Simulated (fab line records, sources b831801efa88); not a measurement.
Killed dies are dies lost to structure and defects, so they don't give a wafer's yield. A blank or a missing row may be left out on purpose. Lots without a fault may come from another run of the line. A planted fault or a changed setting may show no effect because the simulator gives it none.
Which tool did it? | flow gf180mcu | 7 lots, 21 wafers sampled, at 2 steps of a route of 602

WHAT THE GAUGES READ, wafer by wafer
GF_VT_IMPLANT_TW_MEAS_43.
lot  | measured     | on            | VT_IMPLANT_4_TW
L211 | day 7 22:11  | film_metro-01 | 690 694 692
L213 | day 8 09:47  | film_metro-01 | 691 693 697
L215 | day 9 00:34  | film_metro-04 | 694 687 690
L218 | day 9 18:44  | film_metro-03 | 692 688 688
L224 | day 11 11:30 | film_metro-01 | 814 808 806
L231 | day 13 10:11 | film_metro-04 | 683 685 683
L233 | day 14 01:10 | film_metro-03 | 694 697 693

WHICH TOOL RAN EACH LOT (tool, then ch and the chambers of the sampled wafers, then the start)
lot  | GF_VT_IMPLANT_IMPLANT_41
L211 | implanter-04 ch 0, day 7 21:56
L213 | implanter-01 ch 0, day 8 09:33
L215 | implanter-04 ch 0, day 9 00:19
L218 | implanter-03 ch 0, day 9 18:31
L224 | implanter-03 ch 0, day 11 11:17
L231 | implanter-04 ch 0, day 13 09:56
L233 | implanter-04 ch 0, day 14 00:55
- GF_VT_IMPLANT_IMPLANT_41

THE ANSWER, worked out from the rows above alone
Rule: what is usual is taken from the lots themselves. Put in order of their means at a reading, lots are off if they are a third of the lots or fewer, leave a main group of 4 or more, and stand apart from it by a gap of 3 or more times the standard deviation of the main group's means; of several such gaps the widest counts. A main group whose means are all the same, to the digits that the tables above print for the reading, isn't used. A lot without any number at a reading at which 4 lots or more have one is off too. The other lots that the step has rows for count as sound.
Off: L224, at GF_VT_IMPLANT_TW_MEAS_43 (VT_IMPLANT_4_TW). The main group: mean 691, standard deviation 3.6.
A tool fits if, at a process step before that reading, it ran every lot that is off, and no sound lot after the first of them. The gauges at GF_VT_IMPLANT_TW_MEAS_43 are tried like those tools. Can't be told from this: 2 tools fit, implanter-03 at GF_VT_IMPLANT_IMPLANT_41, film_metro-01 at GF_VT_IMPLANT_TW_MEAS_43.

WHAT THE SIMULATOR HAD PUT IN
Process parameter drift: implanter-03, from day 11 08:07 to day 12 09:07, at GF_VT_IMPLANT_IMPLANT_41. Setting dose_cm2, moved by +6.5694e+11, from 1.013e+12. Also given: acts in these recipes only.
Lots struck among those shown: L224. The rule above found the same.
